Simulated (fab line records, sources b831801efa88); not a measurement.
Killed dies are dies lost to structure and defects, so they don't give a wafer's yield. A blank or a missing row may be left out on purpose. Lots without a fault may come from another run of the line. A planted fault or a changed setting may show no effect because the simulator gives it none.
A struck lot beside a sound one | flow sky130 | 43 steps out of a route of 708
Sound: wafers L973.2, L973.3, L973.5. Struck: wafer L985.1. (L985.6 of the same lot was not struck and is left out.) The cause comes at the end.
At each step with rows: each side's tool, then ch and its chambers, then its first start. Under that, the readings that differ: sound wafers | struck wafers | difference of the means | sigmas: that difference in standard deviations of wafers without a fault.
alike: readings whose means differ by less than 2 such deviations, and words and numbers that are the same on both sides. not compared: withheld readings, readings that some wafer has no value for, bounds like >300 that may hide the same value, and numbers for which the record gives no deviation and whose values overlap.
The two part at a step that has a row with sigmas, a row that says differs or no value, or rows on one side only. Numbers that don't overlap but have no deviation are shown without sigmas and don't part them. A reading that every wafer of one side lacks parts them only if that side has two wafers or more.

SKY_GATE_OXIDE_TW_MEAS_14:
  sound on film_metro-01, day 15 20:32; struck on film_metro-01, day 19 16:46
  alike: GATE_OXIDE_TW
then, 3 steps without rows for these wafers: SKY_GATE_OXIDE_CLEAN_15 (cleans in SC1/SC2, time 150 s); SKY_GATE_OXIDE_OXIDATION_16 (stabilise 600 s, purge 300 s, target thk 3.57 nm); SKY_POLY_GATE_CVD_00 (deposits poly-Si, target thk 180 nm, time 720 s).
SKY_POLY_GATE_THK_MEAS_01:
  sound on film_metro-02, day 16 01:23; struck on film_metro-04, day 19 19:36
  alike: POLY_GATE_CVD_00_THK
then, 7 steps without rows for these wafers: SKY_RES_PROTECT_DEHYDRATE_00 (time 60 s); SKY_RES_PROTECT_HMDS_01 (prime time 60 s); SKY_RES_PROTECT_COAT_02 (resist thk 1140 nm); SKY_RES_PROTECT_SOFTBAKE_03 (time 60 s); SKY_RES_PROTECT_EXPOSE_04 (exposes mask RPM, target cd 1270 nm); SKY_RES_PROTECT_PEB_05; SKY_RES_PROTECT_DEVELOP_06 (develop time 60 s).
SKY_POLY_GATE_IMPLANT_02:
  sound on implanter-01 ch 0, day 17 05:43; struck on implanter-03 ch 0, day 21 01:52
  reading            | sound           | struck | difference | sigmas
  faraday_current_uA | 10078 9881 9903 | 11410  | +1456      | +2
SKY_RES_PROTECT_STRIP_07: strips in O2/N2.
  sound on plasma_asher-02 ch 0,1, day 17 05:50; struck on plasma_asher-01 ch 1, day 21 02:01
  alike: drypump_motor_current_A, oes_product_au, strip_time_to_endpoint_s
  not compared: rf_hours_counter_h
SKY_RES_PROTECT_TW_MEAS_08:
  sound on film_metro-04, day 17 05:57; struck on film_metro-03, day 21 02:07
  alike: POLY_GATE_TW
then, 2 steps without rows for these wafers: SKY_RES_PROTECT_CLEAN_09 (cleans in SC1/SC2, time 150 s); SKY_POLY_GATE_CVD_03 (deposits Si3N4 from DCS/NH3, target thk 75 nm, time 1290 s).
SKY_POLY_GATE_THK_MEAS_04:
  sound on film_metro-04, day 17 07:56; struck on film_metro-04, day 21 03:36
  alike: POLY_GATE_CVD_03_THK
then, 8 steps without rows for these wafers: SKY_POLY_GATE_DEHYDRATE_05 (time 60 s); SKY_POLY_GATE_HMDS_06 (prime time 60 s); SKY_POLY_GATE_COAT_07 (resist thk 110 nm); SKY_POLY_GATE_COAT_08 (resist thk 450 nm); SKY_POLY_GATE_SOFTBAKE_09 (time 90 s); SKY_POLY_GATE_EXPOSE_10 (exposes mask P1M, target cd 150 nm); SKY_POLY_GATE_PEB_11; SKY_POLY_GATE_DEVELOP_12 (develop time 60 s).
SKY_POLY_GATE_CD_MEAS_13: target cd 150 nm.
  sound on cd_sem-02, day 18 13:55; struck on cd_sem-02, day 22 10:13
  alike: cd_nm
SKY_POLY_GATE_OVL_MEAS_14:
  sound on overlay-02, day 18 14:01; struck on overlay-02, day 22 10:20
  reading            | sound   | struck | difference | sigmas
  POLY_GATE_OVL (nm) | -5 -5 1 | 8      | +11        | +2
SKY_POLY_GATE_ETCH_15: etches BARC in N2/H2, stops on SiO2, time 118.5 s, target depth 110 nm.
  sound on rie_diel-02 ch 1,2,3, day 18 14:03; struck on rie_diel-03 ch 0, day 22 10:22
  alike: drypump_motor_current_A, oes_product_au, throttle_valve_pct
  not compared: rf_hours_counter_h
SKY_POLY_GATE_ETCH_16: etches Si3N4 in CH3F/O2, stops on poly-Si, time 147.5 s, target depth 75 nm.
  sound on rie_diel-02 ch 1,2,3, day 18 14:08; struck on rie_diel-03 ch 0, day 22 10:27
  alike: O2_flow_sccm, drypump_motor_current_A, oes_product_au, throttle_valve_pct
  not compared: rf_hours_counter_h
SKY_POLY_GATE_ETCH_17: etches poly-Si in HBr/Cl2, stops on SiO2, target depth 180 nm, time 70.5 s.
  sound on rie_si-02 ch 0,2,3, day 18 14:14; struck on rie_si-01 ch 3, day 22 10:33
  alike: drypump_motor_current_A, mfc_cl2_sccm, oes_product_au, throttle_valve_pct
  not compared: rf_hours_counter_h
SKY_POLY_GATE_STRIP_18: strips in O2/N2.
  sound on plasma_asher-04 ch 0,1, day 18 14:17; struck on plasma_asher-02 ch 1, day 22 10:37
  reading                     | sound       | struck | difference | sigmas
  drypump_motor_current_A (A) | 6.1 6.4 6.4 | 5.2    | -1.1       | -2
  alike: oes_product_au, strip_time_to_endpoint_s
  not compared: rf_hours_counter_h
then, 2 steps without rows for these wafers: SKY_POLY_GATE_CLEAN_19 (cleans in SC1/SC2, time 150 s); SKY_POLY_GATE_OXIDATION_20 (stabilise 600 s, purge 300 s, target thk 4 nm).
SKY_POLY_GATE_THK_MEAS_21:
  sound on film_metro-02, day 18 16:26; struck on film_metro-04, day 22 12:07
  alike: POLY_GATE_OXIDATION_THK
SKY_POLY_GATE_CD_MEAS_22:
  sound on cd_sem-01, day 18 16:31; struck on cd_sem-01, day 22 12:10
  alike: cd_nm
then, 6 steps without rows for these wafers: SKY_LDD_N_DEHYDRATE_00 (time 60 s); SKY_LDD_N_HMDS_01 (prime time 60 s); SKY_LDD_N_COAT_02 (resist thk 300 nm); SKY_LDD_N_SOFTBAKE_03 (time 60 s); SKY_LDD_N_EXPOSE_04 (exposes mask NTM, target cd 840 nm); SKY_LDD_N_PEB_05.
-- the record jumps here: 28 days lie between the struck wafers' starts before and after (it left off in module LDD_N and takes up again in module PAD_OPEN, whose first step shown is number 708 of the route) --
SKY_PAD_OPEN_PROBE_99:
  sound on prober-01, day 47 20:11; struck on prober-01, day 50 08:11
  reading                              | sound             | struck | difference | sigmas
  killed_at_other                      | 0 0 0             | 1      | +1         | +2
  model.etest.res_poly.rs_ohm_sq_range | 1.133 1.227 1.197 | 7.721  | +6.535     |
  alike: killed_at_M0_to_M3, killed_at_M4_up, killed_at_contacts, killed_at_front_end, killed_dies, killed_open, killed_short

WHERE THEY PART
First at SKY_POLY_GATE_IMPLANT_02; last, within this record, at SKY_PAD_OPEN_PROBE_99.

WHY: what the simulator had put in
Process parameter drift: implanter-03, from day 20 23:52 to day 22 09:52, at SKY_POLY_GATE_IMPLANT_02. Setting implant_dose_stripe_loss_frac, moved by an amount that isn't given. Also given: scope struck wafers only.
